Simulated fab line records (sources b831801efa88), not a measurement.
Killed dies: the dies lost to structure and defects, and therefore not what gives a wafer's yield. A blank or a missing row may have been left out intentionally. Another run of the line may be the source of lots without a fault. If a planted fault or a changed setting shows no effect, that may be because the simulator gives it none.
Split-lot study | flow sfqLine | 12 wafers read across 5 lots, on a route 325 steps long

== SPLIT DETAILS ==
At SFQ_TRILAYER_M4_LITHO_COAT_098 (resist thk 62 nm), the setting resistThkNm was moved away from the recipe's 62 nm on 2 of the 12 wafers read, by -5.1% to +5.3%. The other wafers ran this setting at the recipe's value.

== FROM THE SPLIT TO THE READING: what the file shows between them, 3 steps ==
- SFQ_TRILAYER_M4_LITHO_COAT_093: resist thk 600 nm
- SFQ_TRILAYER_M4_LITHO_SOFTBAKE_097
- SFQ_TRILAYER_M4_LITHO_DEVELOP_095: time 60 s

== THE READING ==
etch.depthNm (the simulator's own value, which no gauge read), in nm, at SFQ_TRILAYER_M4_BARC_OPEN_METAL_ETCH_123 (etches BARC in O2, target depth 125 nm, time 41.7 s). There is no usual value for it anywhere in the file. Here, 10 wafers ran the recipe; their average is 62.16 nm with a standard deviation of 0.13 nm.

wafer  | tool, chamber at the split | resistThkNm as run, nm | against the recipe | etch.depthNm, nm | against lot-mates on the recipe
L076.2 | lithoTrack-01, 0           | 58.83                  | -5.1%              | 58.82            | -3.09
L076.3 | lithoTrack-01, 0           | 62                     | recipe             | 61.91            | -
L077.4 | lithoTrack-01, 0           | 62                     | recipe             | 62.18            | -
L077.5 | lithoTrack-01, 0           | 65.28                  | +5.3%              | 65.47            | +3.22
L077.6 | lithoTrack-01, 0           | 62                     | recipe             | 62.31            | -
L078.3 | lithoTrack-02, 0           | 62                     | recipe             | 61.98            | -
L080.3 | lithoTrack-03, 0           | 62                     | recipe             | 62.17            | -
L080.5 | lithoTrack-03, 0           | 62                     | recipe             | 62.09            | -
L080.6 | lithoTrack-03, 0           | 62                     | recipe             | 62.2             | -
L082.3 | lithoTrack-01, 0           | 62                     | recipe             | 62.27            | -
L082.4 | lithoTrack-01, 0           | 62                     | recipe             | 62.19            | -
L082.6 | lithoTrack-01, 0           | 62                     | recipe             | 62.32            | -

THE FIT
A straight line over all 12 wafers: etch.depthNm changes by +0.639 nm for each +1% of resistThkNm; r = +1.00; the points scatter about the line by 0.13 nm.
The same after taking each lot's own level away (the mean of its wafers on the recipe; 12 wafers): +0.607 nm for each +1%; r = +1.00; scatter 0.049 nm.
That fit puts the effect of the largest move of resistThkNm on the reading at 3.2 nm.
The lots' own levels span 61.910 to 62.260 nm, that is 2.7 times the standard deviation above.
So the lot-to-lot level changes the slope little: the two slopes agree.
Check: +3.2 nm against its lot-mates is what the line predicts for one of the wafers moved furthest among these (+5.3%) when that wafer is left out of the fit. It came out at +3.22 nm against them.

== THE OTHER SPLITS THESE WAFERS WENT THROUGH ==
These wafers also went through other splits before the reading. Each is held against what the fit with the lots' levels taken away leaves over:
other split on the same wafers                 | wafers away from the commonest value | r with etch.depthNm (lot level and that fit taken away)
SFQ_TRILAYER_I2_CMP_CMP_064 leaveAboveRefNm    | 3                                    | -0.51
SFQ_TRILAYER_I2_VIA_LITHO_COAT_067 resistThkNm | 3                                    | +0.27
SFQ_TRILAYER_M4_DEP_SPUTTER_091 timeS          | 0                                    | -

== THE WHOLE CHAIN: every reading that the file lists as answering this split, in the file's order ==
step                                     | what it does                                        | reading                                                                                   | change (the file's fit)               | r (the file's)
SFQ_TRILAYER_M4_LITHO_COAT_098           | resist thk 62 nm                                    | BARC_of_TRILAYER_M4_LITHO_COAT_098.thkNm (the simulator's own value, which no gauge read) | +0.628 nm for each +1% of the setting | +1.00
SFQ_TRILAYER_M4_BARC_OPEN_METAL_ETCH_123 | etches BARC in O2, target depth 125 nm, time 41.7 s | etch.depthNm (the simulator's own value, which no gauge read)                             | +0.607 nm for each +1% of the setting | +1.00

== THE FILE'S OWN FIT ==
etch.depthNm changes by +0.607 nm for each +1% of resistThkNm, r = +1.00.
